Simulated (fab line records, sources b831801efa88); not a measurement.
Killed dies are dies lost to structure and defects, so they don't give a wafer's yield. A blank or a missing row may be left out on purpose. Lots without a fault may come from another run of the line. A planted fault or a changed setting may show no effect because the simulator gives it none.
A struck lot beside a sound one | flow sky130 | 23 steps out of a route of 708
Sound: wafers L129.2, L129.4, L129.5. Struck: wafers L142.2, L142.3, L142.4. The cause comes at the end.
At each step with rows: each side's tool, then ch and its chambers, then its first start. Under that, the readings that differ: sound wafers | struck wafers | difference of the means | sigmas: that difference in standard deviations of wafers without a fault.
alike: readings whose means differ by less than 2 such deviations, and words and numbers that are the same on both sides. not compared: withheld readings, readings that some wafer has no value for, bounds like >300 that may hide the same value, and numbers for which the record gives no deviation and whose values overlap.
The two part at a step that has a row with sigmas, a row that says differs or no value, or rows on one side only. Numbers that don't overlap but have no deviation are shown without sigmas and don't part them. A reading that every wafer of one side lacks parts them only if that side has two wafers or more.

SKY_PASSIVATION_CVD_00: deposits SiO2, target thk 90 nm.
  sound on pecvd-02 ch 1,2, day 46 13:04; struck on pecvd-03 ch 0,1, day 49 17:11
  alike: heater_power_w
SKY_PASSIVATION_THK_MEAS_01:
  sound on film_metro-02, day 46 13:07; struck on film_metro-02, day 49 17:13
  alike: PASSIVATION_CVD_00_THK
SKY_PASSIVATION_CVD_02: deposits Si3N4, target thk 540 nm.
  sound on pecvd-04 ch 0,2, day 46 13:10; struck on pecvd-04 ch 0,2, day 49 17:16
  alike: heater_power_w
SKY_PASSIVATION_THK_MEAS_03:
  sound on film_metro-02, day 46 13:23; struck on film_metro-02, day 49 17:29
  alike: PASSIVATION_CVD_02_THK
then, 7 steps without rows for these wafers: SKY_PASSIVATION_DEHYDRATE_04 (time 60 s); SKY_PASSIVATION_HMDS_05 (prime time 60 s); SKY_PASSIVATION_COAT_06 (resist thk 3000 nm); SKY_PASSIVATION_SOFTBAKE_07; SKY_PASSIVATION_EXPOSE_08 (exposes mask NSM, target cd 3000 nm); SKY_PASSIVATION_PEB_09; SKY_PASSIVATION_DEVELOP_10 (develop time 60 s).
SKY_PASSIVATION_ETCH_11: etches the open film in CF4/O2, stops on AlCu, target depth 725 nm, time 161.1 s.
  sound on rie_diel-04 ch 0,3, day 47 09:14; struck on rie_diel-04 ch 0,2,3, day 50 09:31
  alike: drypump_motor_current_A, oes_product_au, throttle_valve_pct
  not compared: rf_hours_counter_h
SKY_PASSIVATION_STRIP_12: strips in O2/N2.
  sound on plasma_asher-03 ch 0,1, day 47 09:20; struck on plasma_asher-03 ch 0,1, day 50 09:37
  no value came back on the struck wafers for chamber_pressure_mTorr (mTorr), drypump_motor_current_A (A), oes_product_au (a.u.), strip_time_to_endpoint_s (s); on the sound wafers chamber_pressure_mTorr (mTorr) reads 1501.5 1499.0 1500.9
  reading                                       | sound | struck         | difference | sigmas
  model.coat_of_PASSIVATION_COAT_06.thk_nm (nm) | 0 0 0 | 2522 2528 2525 | +2525      |
  not compared: rf_hours_counter_h
then, 7 steps without rows for these wafers: SKY_PAD_OPEN_DEHYDRATE_00 (time 60 s); SKY_PAD_OPEN_HMDS_01 (prime time 60 s); SKY_PAD_OPEN_COAT_02 (resist thk 3000 nm); SKY_PAD_OPEN_SOFTBAKE_03; SKY_PAD_OPEN_EXPOSE_04 (exposes mask PDM, target cd 60000 nm); SKY_PAD_OPEN_PEB_05; SKY_PAD_OPEN_DEVELOP_06 (develop time 60 s).
SKY_PAD_OPEN_ETCH_07: etches the open film in CF4/O2, stops on AlCu, target depth 725 nm, time 161.1 s.
  sound on rie_diel-02 ch 0,2, day 48 04:49; struck on rie_diel-01 ch 0,1,2, day 51 01:50
  alike: drypump_motor_current_A, oes_product_au, throttle_valve_pct
  not compared: rf_hours_counter_h
SKY_PAD_OPEN_STRIP_08: strips in O2/N2.
  sound on plasma_asher-04 ch 0,1, day 48 04:55; struck on plasma_asher-01 ch 0,1, day 51 01:57
  reading                      | sound             | struck            | difference | sigmas
  drypump_motor_current_A (A)  | 5.74 6.05 6.03    | 4.96 5.00 5.79    | -0.69      | -2
  oes_product_au (a.u.)        | 0.663 0.665 0.668 | 0.690 0.698 0.689 | +0.027     | +6
  strip_time_to_endpoint_s (s) | 37.06 37.02 37.14 | 74.33 74.33 74.21 | +37.22     | +99 or more
  alike: chamber_pressure_mTorr
  not compared: rf_hours_counter_h
then, 1 step without rows for these wafers: SKY_PAD_OPEN_STRIP_09 (strips in post etch residue remover, time 1200 s).

WHERE THEY PART
First at SKY_PASSIVATION_STRIP_12; last, within this record, at SKY_PAD_OPEN_STRIP_08.

WHY: what the simulator had put in
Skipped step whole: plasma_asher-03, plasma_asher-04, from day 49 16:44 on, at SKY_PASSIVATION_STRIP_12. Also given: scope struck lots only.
